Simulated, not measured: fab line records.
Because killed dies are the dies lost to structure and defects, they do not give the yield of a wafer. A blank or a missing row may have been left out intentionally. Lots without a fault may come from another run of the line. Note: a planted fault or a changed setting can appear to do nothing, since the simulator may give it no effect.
What tool caused it? -- flow gf180mcu -- 14 lots with 42 wafers sampled at 3 steps, on a route of 602 steps

## WHAT THE GAUGES READ, wafer by wafer
GF_HV_LDD_THK_MEAS_57.
lot,measured,on,HV_LDD_CVD_56_THK (nm)
L176,day 12 03:55,film_metro-01,90.3 89.5 90.2
L180,day 13 23:14,film_metro-03,89.0 90.6 89.6
L182,day 14 12:59,film_metro-03,89.6 89.7 89.8
L184,day 15 17:13,film_metro-01,89.2 89.3 89.5
L185,day 15 17:13,film_metro-02,88.6 89.1 90.0
L186,day 15 19:45,film_metro-03,89.2 89.7 89.1
L187,day 16 05:35,film_metro-02,89.5 89.3 90.5
L188,day 16 09:35,film_metro-03,90.0 90.2 90.4
L189,day 17 03:52,film_metro-02,89.5 89.7 90.0
L191,day 17 17:57,film_metro-03,34.5 34.4 33.9 34.4 34.5 33.9
L193,day 18 11:47,film_metro-01,35.8 36.6 35.9 35.8 36.5 35.9
L194,day 19 00:47,film_metro-01,90.1 90.3 90.4
L198,day 19 23:05,film_metro-02,88.6 90.0 89.6
L199,day 20 02:42,film_metro-02,91.5 91.8 91.6

GF_SAB_OVL_MEAS_10.
lot,measured,on,SAB_OVL (nm)
L176,day 14 17:55,overlay-01,-2.9 2.6 2.2
L180,day 16 16:58,overlay-02,0.3 -0.2 2.8
L182,day 17 07:20,overlay-02,-2.0 -1.6 -0.7
L184,day 18 14:34,overlay-02,1.1 0.2 -0.5
L185,day 18 14:20,overlay-01,-1.0 0.6 2.3
L186,day 18 17:20,overlay-01,3.2 2.2 1.0
L187,day 19 05:07,overlay-02,2.1 0.9 0.3
L188,day 19 09:11,overlay-01,0.4 0.9 0.4
L189,day 20 03:59,overlay-02,0.3 -0.5 2.1
L194,day 22 03:20,overlay-02,-0.7 0.4 -1.7
L198,day 22 22:47,overlay-02,-0.7 1.4 -0.4
L199,day 23 03:22,overlay-02,1.4 0.6 0.7

## WHICH TOOL RAN EACH LOT (tool, then ch and the chambers of the sampled wafers, then the start)
lot,GF_HV_LDD_CVD_56
L176,"lpcvd-01 ch 0, day 12 02:28"
L180,"lpcvd-02 ch 0, day 13 21:49"
L182,"lpcvd-01 ch 0, day 14 11:34"
L184,"lpcvd-02 ch 0, day 15 15:47"
L185,"lpcvd-02 ch 0, day 15 15:47"
L186,"lpcvd-02 ch 1, day 15 18:17"
L187,"lpcvd-01 ch 1, day 16 04:09"
L188,"lpcvd-02 ch 1, day 16 08:09"
L189,"lpcvd-02 ch 1, day 17 02:26"
L191,"lpcvd-01 ch 0, day 17 16:30"
L193,"lpcvd-01 ch 0, day 18 10:22"
L194,"lpcvd-02 ch 0, day 18 23:20"
L198,"lpcvd-02 ch 1, day 19 21:39"
L199,"lpcvd-02 ch 0, day 20 01:16"
- GF_HV_LDD_CVD_56: deposits Si3N4 from DCS/NH3, target thk 90 nm, time 1543 s.

## WHAT THE TOOLS THEMSELVES READ (means of the sampled wafers that have a number; where no wafer has one, the mark that the record gives instead)
The record holds no such reading with a usual standard deviation.

## THE ANSWER, worked out from the rows above alone
Rule: usual is defined by the lots themselves. The widest of any qualifying gaps counts: lots, ordered by their means at a reading, are off when they make up no more than a third of the lots, leave a main group of 4 or more, and stand apart from it by 3 or more times the standard deviation of that group's means. If all means in a main group match to the digits the tables above print for the reading, that group is not used. Also off: a lot with no number at a reading for which 4 or more lots have one. Any other lot the step has rows for is counted as sound. Order of review: gauges by route order, followed by the tools' own readings, for which a lot's mean as printed above is used. The first step at which some lot is off is used, and at that step the reading that is off furthest; a lot without a number counts as furthest.
Off: L191, L193, at GF_HV_LDD_THK_MEAS_57 (HV_LDD_CVD_56_THK). Mean 89.9 nm and standard deviation 0.62 in the main group.
A tool fits if, at a process step before that reading, it ran every lot that is off, and no sound lot after the first of them. Those tools and the gauges at GF_HV_LDD_THK_MEAS_57 are tried in the same way. One fits: GF_HV_LDD_CVD_56 on lpcvd-01. Its last sound lot is L187 (day 16 04:09), its first lot that is off L191 (day 17 16:30): a fault that began between those two fits.

## WHAT THE SIMULATOR HAD INSERTED
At GF_HV_LDD_CVD_56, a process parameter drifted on lpcvd-01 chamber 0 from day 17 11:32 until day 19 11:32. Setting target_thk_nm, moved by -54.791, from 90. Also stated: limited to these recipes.
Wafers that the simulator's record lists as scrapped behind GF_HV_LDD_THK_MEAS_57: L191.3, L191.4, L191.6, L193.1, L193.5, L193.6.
Struck lots among those shown: L191, L193. The rule above reached the same finding.
